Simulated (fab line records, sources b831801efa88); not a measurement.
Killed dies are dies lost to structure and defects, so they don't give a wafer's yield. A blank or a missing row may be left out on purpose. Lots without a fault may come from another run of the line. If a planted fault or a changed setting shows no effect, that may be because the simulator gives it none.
The tool behind it: which one? ; flow sky130 ; 10 lots with 30 wafers sampled at 6 steps, on a route of 708 steps

== WHAT THE GAUGES READ, wafer by wafer ==
SKY_CAP2M_THK_MEAS_04: measures by xrf. Usual: CAP2M_TIN_THK typically reads 204.9 nm, with standard deviation 2.3.
lot;measured;on;CAP2M_TIN_THK (nm);flag
L830;day 39 23:09;film-metro-01;205.1 205.8 206.8;
L835;day 41 13:59;film-metro-01;205.5 203.7 204.8;
L836;day 41 22:50;film-metro-02;202.1 204.2 203.3;
L837;day 42 02:43;film-metro-01;208.5 208.5 211.2;
L839;day 42 16:56;film-metro-04;208.0 206.5 208.4;
L845;day 44 21:03;film-metro-02;209.5 209.5 208.8;
L848;day 45 01:55;film-metro-04;204.5 201.6 203.6;
L850;day 45 14:13;film-metro-01;204.8 204.0 205.2;
L851;day 45 17:39;film-metro-04;206.0 206.8 205.5;
L852;day 45 23:26;film-metro-01;204.3 204.8 204.2;

SKY_CAP2M_OVL_MEAS_12. Usual: CAP2M_OVL typically reads -0.2 nm, with standard deviation 1.6.
lot;measured;on;CAP2M_OVL (nm);flag
L830;day 40 23:55;overlay-01;-0.9 -0.5 -0.9;
L835;day 42 13:22;overlay-02;-2.2 -0.4 0.0;
L836;day 42 22:08;overlay-02;-0.8 -1.6 -0.1;
L837;day 43 01:23;overlay-02;0.0 -1.7 -0.2;
L839;day 43 14:52;overlay-01;-3.1 0.1 -0.4;
L845;day 45 18:26;overlay-02;-2.5 -2.9 -1.1;
L848;day 45 23:11;overlay-02;0.2 0.3 0.1;
L850;day 46 10:08;overlay-01;-2.9 -2.5 -5.0;
L851;day 46 13:47;overlay-01;-1.2 -1.8 -1.5;
L852;day 46 19:31;overlay-02;2.8 2.8 1.0;

SKY_METAL4_CD_MEAS_13 targets a cd of 300 nm. Usual: 300.3 nm for cd-nm, sd 1.4.
lot;measured;on;cd-nm (nm);flag
L830;day 41 23:46;cd-sem-01;301.3 300.6 300.9;
L835;day 43 12:49;cd-sem-02;300.8 300.7 300.5;
L836;day 43 21:58;cd-sem-01;303.0 301.9 301.8;
L837;day 44 00:44;cd-sem-01;302.0 300.8 300.5;
L839;day 44 14:12;cd-sem-01;300.2 299.9 299.8;
L845;day 46 15:56;cd-sem-01;302.7 301.3 301.1;
L848;day 46 21:04;cd-sem-01;299.3 299.6 299.2;
L850;day 47 07:40;cd-sem-02;299.3 301.0 301.3;
L851;day 47 10:29;cd-sem-02;297.7 299.0 298.6;
L852;day 47 15:50;cd-sem-02;297.4 299.9 299.5;

SKY_METAL5_RS_MEAS_05: measurement is done with a four-point probe. Usual: METAL5_ALCU_RS typically reads 0.0271 ohm/sq, with standard deviation 0.00035.
lot;measured;on;METAL5_ALCU_RS (ohm/sq);flag
L830;day 43 02:41;film-metro-04;0.0266 0.0262 0.0263;
L835;day 44 14:16;film-metro-03;0.0267 0.0268 0.0273;
L836;day 44 23:11;film-metro-02;0.0267 0.0339 0.0268;OFF
L837;day 45 02:47;film-metro-03;0.0268 0.0328 0.0269;OFF
L839;day 45 15:12;film-metro-03;0.0270 0.0331 0.0268;OFF
L845;day 47 14:48;film-metro-04;0.0276 0.0274 0.0277;
L848;day 47 19:59;film-metro-04;0.0273 0.0271 0.0272;
L850;day 48 05:58;film-metro-02;0.0276 0.0271 0.0273;
L851;day 48 08:45;film-metro-03;0.0269 0.0271 0.0267;
L852;day 48 14:03;film-metro-02;0.0272 0.0273 0.0274;

SKY_METAL5_THK_MEAS_06: measures by xrf. Usual: METAL5_ALCU_THK typically reads 1130 nm, with standard deviation 16.
lot;measured;on;METAL5_ALCU_THK (nm);flag
L830;day 43 02:48;film-metro-04;1141 1163 1153;
L835;day 44 14:23;film-metro-03;1144 1145 1127;
L836;day 44 23:18;film-metro-02;1155 905 1138;OFF
L837;day 45 02:52;film-metro-03;1159 936 1140;OFF
L839;day 45 15:19;film-metro-03;1140 932 1141;OFF
L845;day 47 14:55;film-metro-04;1105 1115 1105;
L848;day 47 20:05;film-metro-04;1121 1125 1124;
L850;day 48 06:05;film-metro-02;1106 1120 1120;
L851;day 48 08:52;film-metro-03;1153 1144 1161;
L852;day 48 14:10;film-metro-02;1126 1119 1112;

== EACH LOT AND THE TOOL THAT RAN IT (in order: tool; ch and the chambers of the sampled wafers; start) ==
lot;SKY_METAL5_SPUTTER_02
L830;pvd-sputter-02, day 43 02:34
L835;pvd-sputter-02, day 44 14:09
L836;pvd-sputter-02, day 44 23:04
L837;pvd-sputter-02, day 45 02:36
L839;pvd-sputter-02, day 45 15:04
L845;pvd-sputter-03, day 47 14:40
L848;pvd-sputter-03, day 47 19:49
L850;pvd-sputter-02, day 48 05:51
L851;pvd-sputter-02, day 48 08:37
L852;pvd-sputter-02, day 48 13:56
- SKY_METAL5_SPUTTER_02: material AlCu, target thk 1150 nm, time 61.2 s.

== AS READ BY THE TOOLS THEMSELVES (means over the sampled wafers that have a number; for cases with no such wafer, the mark the record gives instead) ==
SKY_METAL5_SPUTTER_02. Usual: 30.6 % for throttle-valve-pct, sd 1.1.
lot;tool;throttle-valve-pct (%);flag
L830;pvd-sputter-02;30.7;
L835;pvd-sputter-02;31.6;
L836;pvd-sputter-02;30.7;
L837;pvd-sputter-02;31.5;
L839;pvd-sputter-02;30.8;
L845;pvd-sputter-03;30.2;
L848;pvd-sputter-03;30.1;
L850;pvd-sputter-02;30.8;
L851;pvd-sputter-02;30.0;
L852;pvd-sputter-02;31.7;

== THE ANSWER, worked out from the rows above alone ==
Rule: a lot is off if the mean of its wafers that have a number lies more than 3 standard deviations from the usual mean. A lot without any number at a reading at which 4 lots or more have one is off too. The other lots that the step has rows for count as sound. After the gauges, taken in route order, come the tools' own readings; for these a lot's mean is taken, as printed above. The first step at which some lot is off is used, and at that step the reading that is off furthest; a lot without a number counts as furthest.
Off: at SKY_METAL5_RS_MEAS_05 (METAL5_ALCU_RS), L836, L837, L839.
If a tool, at a process step before that reading, ran all the lots that are off and no sound lot after the first of them, it fits. Gauges at SKY_METAL5_RS_MEAS_05: tried the same way as those tools. Of those tried, none fits.

== WHAT HAD BEEN PUT IN BY THE SIMULATOR ==
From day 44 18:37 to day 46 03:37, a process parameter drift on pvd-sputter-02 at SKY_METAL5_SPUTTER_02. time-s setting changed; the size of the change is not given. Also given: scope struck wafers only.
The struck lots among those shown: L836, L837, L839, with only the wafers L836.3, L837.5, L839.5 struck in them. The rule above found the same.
